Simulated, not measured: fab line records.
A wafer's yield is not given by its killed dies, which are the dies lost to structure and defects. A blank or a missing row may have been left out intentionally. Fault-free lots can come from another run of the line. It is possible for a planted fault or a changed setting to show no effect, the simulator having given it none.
Matching of chambers    flow sky130    4 sister chambers for SKY_VIA4_ETCH_12 on rie diel-02
The step etches SiO2 in C4F8/O2/Ar, stops on TiN, target depth 580 nm. 4 wafers are shown with their chamber, then 8 later ones without.

WAFERS, EACH WITH ITS CHAMBER
wafer   chamber  oes product au (a.u.)
L084.3  3        0.931
L084.6  0        0.919
L089.5  2        0.932
L090.1  1        0.925

WAFERS WHOSE CHAMBER IS MISSING
wafer   oes product au (a.u.)
L090.3  0.934
L090.6  0.925
L092.1  0.931
L092.2  0.929
L092.6  0.921
L096.2  0.922
L096.3  0.923
L096.4  0.925

EACH ONE'S CHAMBER
wafer    from the rows above            in truth
L090.3   can't be placed: 2 or 3        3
L090.6   1                              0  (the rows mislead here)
L092.1   can't be placed: 3 or 2        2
L092.2   can't be placed: 3 or 2 or 1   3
L092.6   can't be placed: 0 or 1        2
L096.2   can't be placed: 0 or 1        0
L096.3   can't be placed: 1 or 0        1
L096.4   1                              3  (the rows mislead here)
Correctly placed: 0 of 8. These rows do not allow placing 6 (true chamber among the candidates in 5). Placed wrongly: 2.
How it was worked out, from the rows above alone: a wafer's distance from a chamber is the root of the sum, over the readings, of the square of ((its reading less the chamber's mean) divided by the reading's scatter). If the next closest chamber is less than 2 further off than the closest, the wafer can't be placed; otherwise it belongs to the closest. For every chamber, the mean is computed from those of its wafers that are shown. The scatter (one wafer shown for each chamber): square how far every hidden wafer sits from the nearest shown wafer, average those squares and take the square root.
